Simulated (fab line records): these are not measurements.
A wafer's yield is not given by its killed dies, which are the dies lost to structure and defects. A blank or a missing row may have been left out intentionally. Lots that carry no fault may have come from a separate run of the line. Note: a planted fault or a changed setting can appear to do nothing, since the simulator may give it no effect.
fab line records	flow sky130
record lots=6	wafers=18	last_day=50
route steps=708 shown SONOS_ONO@176 GATE_OXIDE@187 POLY_GATE@204 PAD_OPEN@708
lots that met no fault: from a run of the same line without faults
start_h: start of the lot's first displayed wafer, in hours after the record's first day	wait_h: hours elapsed since this lot's preceding step	" as in the row above	L1.1+2: a row that stands for several wafers	- no value, or no start given	* or withheld: withheld	< > ~ a bound
route shown NAME@n: a module of which the file shows steps, and the number in the route of the first	usual: mean and standard deviation over wafers with no fault	same: alike in all rows	chamber/n: place in a boat	sites: per-site readings	_std_site: their standard deviation	_edge_site: inner sites' mean taken away from outer sites' mean	radius_mm: how far each site lies from the wafer's centre	mask NAME#n: copy n	behind: the most recent tool/chamber to have shaped the wafer	hold: what put the lot on hold/how long, in hours/how the hold closed	device: whichever transistor did not switch (one of n, p or np)	end of line: the route-end tests of the same wafers	step lacking rows: just its recipe	killed: dies lost to structure and defects at the first sort, not the wafer's yield	map: a wafer's dies, marking killed ones x, the rest . and places with no die _
set.NAME: the setting as run; set.NAME@STEP: as run at that earlier step	model.NAME: the simulator's own value behind a step, which no gauge read
lots seen at some steps along the route; tables by step, rows by wafer
services: a tool's chamber out of use, with start hour (start_h, from the record's first day; less than 0 if before it), hours out, and reason
## steps
# step SKY_SONOS_ONO_COAT_08
# recipe resist=NOVOLAK	spin_rpm=3000	resist_thk_nm=1140
# step SKY_SONOS_ONO_SOFTBAKE_09
# recipe temp_c=90	time_s=60	resist=NOVOLAK
# step SKY_SONOS_ONO_EXPOSE_10
# recipe mask_id=ONOM	target_cd_nm=410	na=0.6	source_shape=conventional	sigma_outer=0.6	dose_mj=150
# step SKY_SONOS_ONO_PEB_11
# recipe temp_c=withheld	time_s=*	resist=NOVOLAK
# step SKY_SONOS_ONO_DEVELOP_12
# recipe develop_time_s=60	dev_temp_c=23
# step SKY_SONOS_ONO_CD_MEAS_13
# recipe target_cd_nm=410
# usual cd_nm=410.2/2.7
lot.wafer	tool	chamber	start_h	wait_h	cd_nm
L188.2	cd_sem-01	-	307.31	0.1	408.1
L188.4	"	-	"	"	407.4
L188.5	"	-	"	"	408.3
L194.1	cd_sem-01	-	351.25	0.1	409.0
L194.3	"	-	"	"	408.8
L194.4	"	-	"	"	407.7
L197.1	cd_sem-02	-	384.84	0.1	413.2
L197.2	"	-	"	"	411.6
L197.3	"	-	"	"	412.0
L199.4	cd_sem-02	-	396.68	0.1	409.6
L199.5	"	-	"	"	409.2
L199.6	"	-	"	"	407.8
L207.1	cd_sem-02	-	462.69	0.1	415.5
L207.3	"	-	"	"	414.0
L207.5	"	-	"	"	413.3
L208.2	cd_sem-01	-	468.52	0.1	406.8
L208.4	"	-	"	"	407.0
L208.5	"	-	"	"	408.7
# step SKY_SONOS_ONO_OVL_MEAS_14
# usual SONOS_ONO_OVL=0.0/1.3
lot.wafer	tool	chamber	start_h	wait_h	SONOS_ONO_OVL[nm]
L188.2	overlay-02	-	307.42	0.1	-2.3
L188.4	"	-	"	"	0.2
L188.5	"	-	"	"	-0.9
L194.1	overlay-02	-	351.37	0.1	-1.3
L194.3	"	-	"	"	-0.6
L194.4	"	-	"	"	-0.8
L197.1	overlay-02	-	384.96	0.1	-0.3
L197.2	"	-	"	"	1.3
L197.3	"	-	"	"	2.5
L199.4	overlay-01	-	396.76	0.1	0.0
L199.5	"	-	"	"	-0.6
L199.6	"	-	"	"	-1.1
L207.1	overlay-02	-	462.81	0.1	0.0
L207.3	"	-	"	"	1.0
L207.5	"	-	"	"	-0.4
L208.2	overlay-01	-	468.63	0.1	2.1
L208.4	"	-	"	"	1.6
L208.5	"	-	"	"	0.1
# step SKY_SONOS_ONO_ETCH_15
# recipe target_depth_nm=19.52	chemistry=CHF3/O2	source_w=600	bias_w=206.2	pressure_mtorr=40	chf3_flow_sccm=50	O2_flow_sccm=5	time_s=7.8
# usual drypump_motor_current_A=5.8/0.39	oes_product_au=1.004/0.012	throttle_valve_pct=8.826/0.0096
lot.wafer	tool	chamber	start_h	wait_h	drypump_motor_current_A	oes_product_au	rf_hours_counter_h	throttle_valve_pct
L188.2	rie_diel-01	3	307.45	0.0	5.6	0.984	57	8.818
L188.4	"	0	"	"	5.4	0.998	64	8.822
L188.5	"	2	"	"	6.0	1.016	-	8.831
L194.1	rie_diel-01	3	351.41	0.0	5.6	0.996	58	8.833
L194.3	"	1	"	"	6.5	1.000	75	8.829
L194.4	"	0	"	"	5.4	0.997	65	8.816
L197.1	rie_diel-04	2	384.99	0.0	6.3	1.011	111	8.822
L197.2	"	1	"	"	6.7	0.991	73	8.820
L197.3	"	3	"	"	5.5	1.010	88	8.806
L199.4	rie_diel-03	3	396.78	0.0	5.5	1.026	110	8.827
L199.5	"	1	"	"	5.7	0.995	-	8.829
L199.6	"	2	"	"	5.6	1.013	-	8.811
L207.1	rie_diel-04	0	462.84	0.0	5.6	1.007	64	8.832
L207.3	"	2	"	"	6.3	1.000	1	8.826
L207.5	"	0	"	"	5.6	1.016	-	8.835
L208.2	rie_diel-04	2	468.66	0.0	6.3	1.009	1	8.853
L208.4	"	1	"	"	6.8	1.000	75	8.825
L208.5	"	0	"	"	5.6	1.031	-	8.819
# step SKY_SONOS_ONO_WET_ETCH_16
# recipe chemistry=dHF	target_depth_nm=14	dry=n2_spin	target=SiO2	dilution=100:1	temp_c=25	time_s=280
# step SKY_SONOS_ONO_STRIP_17
# recipe chemistry=O2/N2	power_w=1400	pressure_mtorr=1500	platen_temp_c=withheld	o2_flow_sccm=3000	n2_flow_sccm=300	overash_fraction=0.5
# usual drypump_motor_current_A=5.57/0.2	oes_product_au=0.710/0.0047	strip_time_to_endpoint_s=14.10/0.038
lot.wafer	tool	chamber	start_h	wait_h	drypump_motor_current_A	oes_product_au	rf_hours_counter_h	strip_time_to_endpoint_s
L188.2	plasma_asher-01	1	307.55	0.0	5.65	0.713	56	14.11
L188.4	"	1	"	"	5.64	0.715	-	14.10
L188.5	"	0	"	"	5.71	0.714	-	14.05
L194.1	plasma_asher-02	1	351.52	0.0	5.26	0.708	23	14.13
L194.3	"	0	"	"	5.64	0.716	-	14.09
L194.4	"	1	"	"	5.27	0.701	-	14.13
L197.1	plasma_asher-01	1	385.11	0.0	5.62	0.722	64	14.10
L197.2	"	0	"	"	5.73	0.719	64	14.09
L197.3	"	1	"	"	5.62	0.710	-	14.10
L199.4	plasma_asher-01	1	396.92	0.0	5.62	0.708	-	14.13
L199.5	"	0	"	"	5.73	0.710	-	14.20
L199.6	"	1	"	"	5.63	0.708	-	14.12
L207.1	plasma_asher-02	0	462.96	0.0	5.62	0.719	35	14.09
L207.3	"	0	"	"	5.65	0.717	-	14.08
L207.5	"	1	"	"	5.24	0.714	-	14.11
L208.2	plasma_asher-03	0	468.77	0.0	5.04	0.718	67	14.17
L208.4	"	1	"	"	5.86	0.713	-	14.15
L208.5	"	0	"	"	5.03	0.714	-	14.17
# step SKY_SONOS_ONO_WET_ETCH_18
# recipe chemistry=H3PO4	target_depth_nm=15	target=Si3N4	temp_c=160	time_s=172
# step SKY_GATE_OXIDE_CLEAN_00
# recipe chemistry=SC1/SC2	mix=1:4:20	temp_c=70	time_s=150	dry=n2_spin
# step SKY_GATE_OXIDE_OXIDATION_01
# recipe temp_c=900	ambient=O2	stabilise_s=600	purge_s=300	target_thk_a=102.68	ox_time_s=1473
# usual zone_power_centre_pct=17.3/0.78
lot.wafer	tool	chamber	start_h	wait_h	zone_power_centre_pct	model.SiO2_of_GATE_OXIDE_OXIDATION_01.thk_nm
L188.2	furnace-01	0	309.09	1.3	16.6	10.23
L188.4	"	0	"	"	16.6	10.09
L188.5	"	0	"	"	16.8	10.28
L194.1	furnace-02	0	353.18	1.4	18.0	9.936
L194.3	"	0	"	"	18.2	10.08
L194.4	"	0	"	"	17.7	10.17
L197.1	furnace-02	0	386.76	1.4	18.0	12.49
L197.2	"	0	"	"	17.9	12.31
L197.3	"	0	"	"	18.0	12.47
L199.4	furnace-02	0	397.93	0.8	18.1	12.34
L199.5	"	0	"	"	18.2	12.24
L199.6	"	0	"	"	18.2	12.32
L207.1	furnace-01	0	463.17	0.0	16.3	10.23
L207.3	"	0	"	"	16.4	10.26
L207.5	"	0	"	"	16.4	10.18
L208.2	furnace-01	0	468.98	0.0	16.6	10.04
L208.4	"	0	"	"	16.7	10.11
L208.5	"	0	"	"	16.6	9.965
# step SKY_GATE_OXIDE_THK_MEAS_02
# recipe reads=SiO2_of_GATE_OXIDE_OXIDATION_01
# usual GATE_OXIDE_OXIDATION_00_THK=10.15/0.18
lot.wafer	tool	chamber	start_h	wait_h	GATE_OXIDE_OXIDATION_00_THK[nm]
L188.2	film_metro-03	-	310.50	0.0	10.20
L188.4	"	-	"	"	10.09
L188.5	"	-	"	"	10.25
L194.1	film_metro-02	-	354.59	0.0	9.93
L194.3	"	-	"	"	10.05
L194.4	"	-	"	"	10.18
L197.1	film_metro-03	-	388.17	0.0	12.53
L197.2	"	-	"	"	12.27
L197.3	"	-	"	"	12.46
L199.4	film_metro-02	-	399.37	0.0	12.36
L199.5	"	-	"	"	12.24
L199.6	"	-	"	"	12.33
L207.1	film_metro-03	-	464.58	0.0	10.20
L207.3	"	-	"	"	10.25
L207.5	"	-	"	"	10.20
L208.2	film_metro-01	-	470.40	0.0	10.00
L208.4	"	-	"	"	10.04
L208.5	"	-	"	"	9.92
# step SKY_GATE_OXIDE_DEHYDRATE_03
# recipe temp_c=200	time_s=60
# step SKY_GATE_OXIDE_HMDS_04
# recipe prime_time_s=60	prime_temp_c=120
# step SKY_GATE_OXIDE_COAT_05
# recipe resist=NOVOLAK	spin_rpm=3000	resist_thk_nm=1140
# step SKY_GATE_OXIDE_SOFTBAKE_06
# recipe temp_c=90	time_s=60	resist=NOVOLAK
# step SKY_GATE_OXIDE_EXPOSE_07
# recipe mask_id=LVOM	na=0.6	source_shape=conventional	sigma_outer=0.6	polarization=unpolarized	target_cd_nm=600	dose_mj=170
# step SKY_GATE_OXIDE_PEB_08
# recipe temp_c=withheld	time_s=*	resist=NOVOLAK
# step SKY_GATE_OXIDE_DEVELOP_09
# recipe resist=NOVOLAK	developer=TMAH	develop_time_s=58.9	dev_temp_c=23
# step SKY_GATE_OXIDE_OVL_MEAS_10
# usual GATE_OXIDE_OVL=-0.7/1.1
lot.wafer	tool	chamber	start_h	wait_h	GATE_OXIDE_OVL[nm]
L188.2	overlay-02	-	337.31	0.1	-1.1
L188.4	"	-	"	"	-2.4
L188.5	"	-	"	"	-2.6
L194.1	overlay-01	-	382.07	0.1	0.7
L194.3	"	-	"	"	-2.3
L194.4	"	-	"	"	-0.6
L197.1	overlay-02	-	416.95	0.1	-0.2
L197.2	"	-	"	"	-0.3
L197.3	"	-	"	"	-2.7
L199.4	overlay-02	-	429.54	0.1	-1.4
L199.5	"	-	"	"	-1.7
L199.6	"	-	"	"	-0.5
L207.1	overlay-02	-	495.32	0.1	-0.6
L207.3	"	-	"	"	-1.3
L207.5	"	-	"	"	0.7
L208.2	overlay-02	-	500.71	0.1	-0.4
L208.4	"	-	"	"	-1.8
L208.5	"	-	"	"	0.1
# step SKY_GATE_OXIDE_IMPLANT_11
# recipe species=B	energy_kev=10	dose_cm2=2.6e+12	tilt_deg=withheld
# step SKY_GATE_OXIDE_WET_ETCH_12
# recipe chemistry=dHF	target_depth_nm=16.8	dry=n2_spin	target=SiO2	dilution=100:1	temp_c=25	time_s=336
# step SKY_GATE_OXIDE_STRIP_13
# recipe chemistry=O2/N2	power_w=1400	pressure_mtorr=1500	platen_temp_c=withheld	o2_flow_sccm=3000	n2_flow_sccm=300	overash_fraction=0.5
# usual drypump_motor_current_A=5.5/0.4	oes_product_au=0.716/0.0043	strip_time_to_endpoint_s=14.19/0.04
lot.wafer	tool	chamber	start_h	wait_h	drypump_motor_current_A	oes_product_au	rf_hours_counter_h	strip_time_to_endpoint_s
L188.2	plasma_asher-01	1	339.04	0.0	5.6	0.716	59	14.16
L188.4	"	1	"	"	5.6	0.709	-	14.17
L188.5	"	1	"	"	5.6	0.708	-	14.20
L194.1	plasma_asher-03	0	382.36	0.0	5.0	0.722	58	14.29
L194.3	"	0	"	"	5.1	0.720	-	14.28
L194.4	"	1	"	"	5.9	0.721	-	14.30
L197.1	plasma_asher-03	0	417.24	0.0	5.1	0.718	61	14.18
L197.2	"	1	"	"	5.9	0.715	61	14.17
L197.3	"	0	"	"	5.0	0.711	-	14.23
L199.4	plasma_asher-03	1	429.85	0.0	5.9	0.717	-	14.16
L199.5	"	1	"	"	5.9	0.715	-	14.20
L199.6	"	0	"	"	5.0	0.720	-	14.20
L207.1	plasma_asher-04	1	495.61	0.0	5.0	0.711	79	14.21
L207.3	"	1	"	"	5.1	0.714	-	14.15
L207.5	"	0	"	"	6.0	0.718	-	14.18
L208.2	plasma_asher-01	1	500.99	0.0	5.6	0.720	6	14.18
L208.4	"	1	"	"	5.6	0.710	-	14.18
L208.5	"	1	"	"	5.6	0.720	-	14.22
# step SKY_GATE_OXIDE_TW_MEAS_14
# usual GATE_OXIDE_TW=223.3/1.6
lot.wafer	tool	chamber	start_h	wait_h	GATE_OXIDE_TW
L188.2	film_metro-01	-	339.15	0.1	223.9
L188.4	"	-	"	"	223.7
L188.5	"	-	"	"	224.4
L194.1	film_metro-03	-	382.46	0.1	223.5
L194.3	"	-	"	"	223.3
L194.4	"	-	"	"	224.0
L197.1	film_metro-01	-	417.34	0.1	222.5
L197.2	"	-	"	"	223.1
L197.3	"	-	"	"	222.3
L199.4	film_metro-01	-	429.95	0.1	223.1
L199.5	"	-	"	"	222.1
L199.6	"	-	"	"	222.5
L207.1	film_metro-01	-	495.71	0.1	221.7
L207.3	"	-	"	"	222.9
L207.5	"	-	"	"	221.8
L208.2	film_metro-01	-	501.10	0.1	222.7
L208.4	"	-	"	"	222.2
L208.5	"	-	"	"	223.9
# step SKY_GATE_OXIDE_CLEAN_15
# recipe chemistry=SC1/SC2	mix=1:4:20	temp_c=70	time_s=150	dry=n2_spin
# step SKY_GATE_OXIDE_OXIDATION_16
# recipe temp_c=800	ambient=O2	idle_temp_c=700	ramp_up_c_per_min=10	ramp_down_c_per_min=3	stabilise_s=600	purge_s=300	target_thk_a=35.7	ox_time_s=1915
# usual zone_power_centre_pct=13.5/0.63
lot.wafer	tool	chamber	start_h	wait_h	zone_power_centre_pct	model.SiO2_of_GATE_OXIDE_OXIDATION_01.thk_nm
L188.2	furnace-02	0	339.25	0.0	14.3	11.56
L188.4	"	0	"	"	14.1	11.42
L188.5	"	0	"	"	14.2	11.6
L194.1	furnace-02	0	382.66	0.1	14.2	11.34
L194.3	"	0	"	"	14.0	11.49
L194.4	"	0	"	"	14.0	11.54
L197.1	furnace-02	0	417.88	0.4	14.1	13.64
L197.2	"	0	"	"	14.2	13.49
L197.3	"	0	"	"	14.0	13.64
L199.4	furnace-02	0	431.09	1.1	13.8	13.51
L199.5	"	0	"	"	14.2	13.45
L199.6	"	0	"	"	14.2	13.52
L207.1	furnace-01	0	495.82	0.0	12.9	11.63
L207.3	"	0	"	"	13.0	11.6
L207.5	"	0	"	"	12.7	11.53
L208.2	furnace-02	0	501.20	0.0	14.0	11.48
L208.4	"	0	"	"	14.3	11.54
L208.5	"	0	"	"	14.1	11.39
# step SKY_POLY_GATE_CVD_00
# recipe material=poly-Si	target_thk_nm=180	temp_c=620	time_s=720	pressure_mtorr=200
# step SKY_PAD_OPEN_PROBE_99
# usual killed_at_M0_to_M3=45/7.1	killed_at_M4_up=3.0/1.8	killed_at_contacts=24/5.4	killed_at_front_end=16/4.9	killed_at_other=0.3/0.63	killed_dies=88/11	killed_open=47/7.4	killed_short=40/7
# same gross_dies=492	killed_at_back_side=0
lot.wafer	tool	chamber	start_h	wait_h	killed_at_M0_to_M3	killed_at_M4_up	killed_at_contacts	killed_at_front_end	killed_at_other	killed_dies	killed_open	killed_short	model.etest.nfet_16v.r_on_ohm_um	model.etest.pfet_16v.r_on_ohm_um	model.etest.tip_sonos.rs_ohm_sq	model.etest.pfet_g5v0d10v5.r_on_ohm_um	model.etest.nfet_g5v0d10v5.r_on_ohm_um	model.etest.nfet_g5v0d10v5.drive_ua_um	model.etest.nfet_05v0_nvt.drive_ua_um	model.etest.pfet_g5v0d10v5.drive_ua_um
L188.2	prober-02	-	1094.52	0.1	34	2	22	21	0	79	37	42	1.419e+04	1.483e+04	2626	4746	1883	608.2	579	343.9
L188.4	prober-02	-	1094.62	0.2	42	2	19	11	0	74	39	35	1.417e+04	1.504e+04	2590	4715	1870	613	580.2	344.5
L188.5	prober-02	-	1094.67	0.2	44	1	9	19	0	73	33	40	1.428e+04	1.505e+04	2625	4828	1891	597.6	570.6	338.6
L194.1	prober-02	-	1129.08	0.1	32	6	25	11	0	74	43	31	1.409e+04	1.503e+04	2569	4860	1888	618.5	579.1	337.3
L194.3	prober-02	-	1129.18	0.2	41	2	22	11	0	76	41	35	1.418e+04	1.547e+04	2594	4815	1901	605.1	576.6	337.7
L194.4	prober-02	-	1129.23	0.2	46	6	27	11	0	90	46	44	1.414e+04	1.498e+04	2613	4837	1891	606.8	577.2	334
L197.1	prober-01	-	1150.35	0.1	47	2	22	23	1	95	46	49	1.529e+04	1.617e+04	3236	5298	2099	514.6	497.2	295.9
L197.2	prober-01	-	1150.40	0.1	41	4	23	16	0	84	50	34	1.525e+04	1.576e+04	3170	5277	2086	520.1	499.4	297
L197.3	prober-01	-	1150.45	0.2	46	5	23	17	0	91	46	44	1.531e+04	1.618e+04	3188	5313	2101	511.6	495	291.5
L199.4	prober-01	-	1156.27	0.2	41	2	15	14	0	72	40	32	1.515e+04	1.623e+04	3107	5220	2077	517.9	498.2	302.2
L199.5	prober-01	-	1156.32	0.2	43	3	20	12	0	78	38	40	1.492e+04	1.55e+04	3088	5202	2090	514.3	498.2	299.4
L199.6	prober-01	-	1156.37	0.2	41	1	25	14	0	81	45	36	1.492e+04	1.621e+04	3131	5180	2068	515.9	496.1	299.1
L207.1	prober-01	-	1194.22	0.1	41	2	23	13	0	79	37	42	1.419e+04	1.5e+04	2753	4830	1898	598.6	568.7	335.4
L207.3	prober-01	-	1194.32	0.2	26	3	28	17	0	74	38	36	1.411e+04	1.481e+04	2738	4810	1894	601.9	571.5	338.2
L207.5	prober-01	-	1194.42	0.2	51	1	22	6	1	81	48	33	1.407e+04	1.472e+04	2716	4788	1866	605.7	572.7	340
L208.2	prober-02	-	1197.56	0.1	51	0	33	17	0	101	52	49	1.419e+04	1.496e+04	2642	4766	1875	613.6	575.9	347.5
L208.4	prober-02	-	1197.66	0.2	34	4	20	9	0	67	39	28	1.407e+04	1.488e+04	2636	4718	1883	602.9	571.6	344.8
L208.5	prober-02	-	1197.71	0.2	40	5	24	10	0	79	44	35	1.411e+04	1.502e+04	2609	4698	1887	612.9	581	342.1
# killed by level:class
L188.2 LI_CONTACT:geometric_particle:open=8 LOCAL_INTERCONNECT:geometric_particle:short=7 POLY_GATE:geometric_particle:open=6 VIA2:geometric_particle:open=6 VIA3:geometric_particle:short=5 VIA1:geometric_particle:short=5 FIELD_ISO:geometric_particle:short=4 CONTACT:geometric_particle:open=4
L188.4 VIA1:geometric_particle:open=10 VIA3:geometric_particle:open=8 CONTACT:geometric_particle:open=6 METAL1:geometric_particle:short=6 METAL2:geometric_particle:short=6 LI_CONTACT:geometric_particle:open=5 POLY_GATE:geometric_particle:open=4 CONTACT:geometric_particle:short=4
L188.5 METAL1:geometric_particle:short=7 VIA1:geometric_particle:open=6 VIA1:geometric_particle:short=6 VIA2:geometric_particle:open=6 POLY_GATE:geometric_particle:short=5 VIA2:geometric_particle:short=5 POLY_GATE:geometric_particle:open=4 SPACER:geometric_particle:open=4
L194.1 CONTACT:geometric_particle:open=11 VIA1:geometric_particle:open=9 LI_CONTACT:geometric_particle:open=5 CONTACT:geometric_particle:short=5 VIA2:geometric_particle:open=5 POLY_GATE:geometric_particle:short=4 FIELD_ISO:geometric_particle:open=3 VIA1:geometric_particle:short=3
L194.3 VIA1:geometric_particle:open=9 CONTACT:geometric_particle:open=8 VIA3:geometric_particle:open=8 CONTACT:geometric_particle:short=6 METAL1:geometric_particle:short=5 LI_CONTACT:geometric_particle:open=4 METAL2:geometric_particle:short=4 VIA3:geometric_particle:short=4
L194.4 VIA1:geometric_particle:open=10 LOCAL_INTERCONNECT:geometric_particle:short=8 METAL1:geometric_particle:short=7 VIA3:geometric_particle:open=7 CONTACT:geometric_particle:short=6 CONTACT:geometric_particle:open=6 VIA2:geometric_particle:open=6 POLY_GATE:geometric_particle:short=5
L197.1 METAL1:geometric_particle:short=10 POLY_GATE:geometric_particle:open=9 CONTACT:geometric_particle:open=7 CONTACT:geometric_particle:short=7 LI_CONTACT:geometric_particle:open=6 VIA2:geometric_particle:open=6 VIA1:geometric_particle:short=6 VIA1:geometric_particle:open=6
L197.2 VIA2:geometric_particle:open=10 CONTACT:geometric_particle:open=9 VIA1:geometric_particle:short=8 FIELD_ISO:geometric_particle:open=7 LI_CONTACT:geometric_particle:open=7 VIA1:geometric_particle:open=6 VIA2:geometric_particle:short=4 METAL1:geometric_particle:short=4
L197.3 VIA1:geometric_particle:open=11 CONTACT:geometric_particle:open=8 VIA2:geometric_particle:open=8 LI_CONTACT:geometric_particle:open=7 METAL1:geometric_particle:short=7 FIELD_ISO:geometric_particle:short=5 POLY_GATE:geometric_particle:short=5 METAL4:geometric_particle:short=5
L199.4 CONTACT:geometric_particle:open=8 VIA1:geometric_particle:open=8 VIA3:geometric_particle:open=7 FIELD_ISO:geometric_particle:short=6 METAL1:geometric_particle:short=6 METAL2:geometric_particle:short=5 VIA2:geometric_particle:short=4 FIELD_ISO:geometric_particle:open=3
L199.5 METAL1:geometric_particle:short=10 VIA3:geometric_particle:open=9 VIA1:geometric_particle:open=6 CONTACT:geometric_particle:open=6 FIELD_ISO:geometric_particle:short=5 LI_CONTACT:geometric_particle:open=5 LOCAL_INTERCONNECT:geometric_particle:short=4 VIA2:geometric_particle:open=4
L199.6 CONTACT:geometric_particle:open=11 VIA1:geometric_particle:open=11 VIA2:geometric_particle:open=6 POLY_GATE:geometric_particle:open=5 LI_CONTACT:geometric_particle:open=5 METAL2:geometric_particle:short=5 METAL1:geometric_particle:short=5 LI_CONTACT:geometric_particle:short=4
L207.1 CONTACT:geometric_particle:short=11 VIA2:geometric_particle:open=10 CONTACT:geometric_particle:open=8 METAL2:geometric_particle:short=6 VIA1:geometric_particle:open=5 FIELD_ISO:geometric_particle:short=4 VIA2:geometric_particle:short=4 VIA3:geometric_particle:short=4
L207.3 LI_CONTACT:geometric_particle:open=8 CONTACT:geometric_particle:short=7 FIELD_ISO:geometric_particle:short=6 VIA1:geometric_particle:open=6 VIA3:geometric_particle:open=6 LOCAL_INTERCONNECT:geometric_particle:short=5 CONTACT:geometric_particle:open=5 FIELD_ISO:geometric_particle:open=4
L207.5 CONTACT:geometric_particle:open=11 VIA3:geometric_particle:open=11 VIA1:geometric_particle:open=8 METAL2:geometric_particle:short=7 VIA2:geometric_particle:open=6 LI_CONTACT:geometric_particle:open=5 VIA2:geometric_particle:short=5 CONTACT:geometric_particle:short=4
L208.2 VIA3:geometric_particle:open=11 CONTACT:geometric_particle:open=10 VIA1:geometric_particle:short=8 VIA1:geometric_particle:open=8 FIELD_ISO:geometric_particle:short=6 CONTACT:geometric_particle:short=6 METAL1:geometric_particle:short=6 VIA2:geometric_particle:open=6
L208.4 VIA1:geometric_particle:open=9 CONTACT:geometric_particle:open=7 VIA3:geometric_particle:open=6 METAL2:geometric_particle:short=6 LI_CONTACT:geometric_particle:open=4 FIELD_ISO:geometric_particle:short=3 VIA1:geometric_particle:short=3 LI_CONTACT:geometric_particle:short=3
L208.5 VIA1:geometric_particle:open=10 LI_CONTACT:geometric_particle:open=9 VIA2:geometric_particle:open=8 CONTACT:geometric_particle:open=7 VIA1:geometric_particle:short=6 METAL2:geometric_particle:short=5 POLY_GATE:geometric_particle:open=4 VIA3:geometric_particle:short=4
## services
tool	chamber	start_h	hours	kind
plasma_asher-02	-	285.86	2.8	pm
rie_diel-04	0	296.52	4.8	repair
rie_diel-03	-	307.18	0.4	repair
rie_diel-03	1	320.06	2.6	repair
rie_diel-01	0	351.74	7.7	repair
furnace-02	-	368.77	5.5	pm
rie_diel-04	0	379.58	10.3	repair
rie_diel-01	3	380.84	9.0	repair
rie_diel-04	2	394.07	-	clean
rie_diel-04	2	394.07	19.5	scheduled_down
rie_diel-01	0	396.09	5.3	repair
furnace-02	-	419.41	3.8	pm
plasma_asher-01	-	421.25	9.0	pm
plasma_asher-01	0	421.25	9.0	vent_cycle
plasma_asher-01	1	421.25	9.0	vent_cycle
plasma_asher-01	0	430.25	-	clean
plasma_asher-01	1	430.25	-	clean
rie_diel-03	2	447.26	1.6	repair
plasma_asher-01	-	450.28	7.5	repair
rie_diel-03	3	451.42	5.8	repair
rie_diel-01	3	457.83	5.0	repair
rie_diel-03	2	497.40	6.5	repair
plasma_asher-04	-	498.36	2.9	repair
rie_diel-03	-	499.60	2.8	pm
## key
first_sign step=SKY_GATE_OXIDE_THK_MEAS_02	reading=GATE_OXIDE_OXIDATION_00_THK	direction=up	sigmas=12	usual=10.15	struck=12.36
effect none on later readings
model_effect step=SKY_GATE_OXIDE_OXIDATION_01	value=SiO2_of_GATE_OXIDE_OXIDATION_01.thk_nm	without=10.05	struck=12.36
model_effect step=SKY_GATE_OXIDE_OXIDATION_16	value=SiO2_of_GATE_OXIDE_OXIDATION_01.thk_nm	without=11.39	struck=13.54
model_effect step=SKY_PAD_OPEN_PROBE_99	value=etest.nfet_16v.r_on_ohm_um	without=1.394e+04	struck=1.514e+04
met_at SKY_GATE_OXIDE_OXIDATION_01
struck_wafers L197.1,L197.2,L197.3,L199.4,L199.5,L199.6
tester_left_out L197,L199
onset_between 353.18 386.76
also_fits SKY_SONOS_ONO_STRIP_17:plasma_asher-01
fault kind=process_parameter_drift	tool=furnace-02	chamber=-	onset_h=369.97	steps=SKY_GATE_OXIDE_OXIDATION_01	channel=ox_time_s	offset=*	shape=step	end_h=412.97	acts_in=*	stated=*
# tester_left_out: of these lots the tester's yield and bins aren't shown, on N5 and GAA mostly nor the transistor test; their killed dies are dies lost to structure and defects alone, not to doping, threshold or leakage, so they don't give the yield
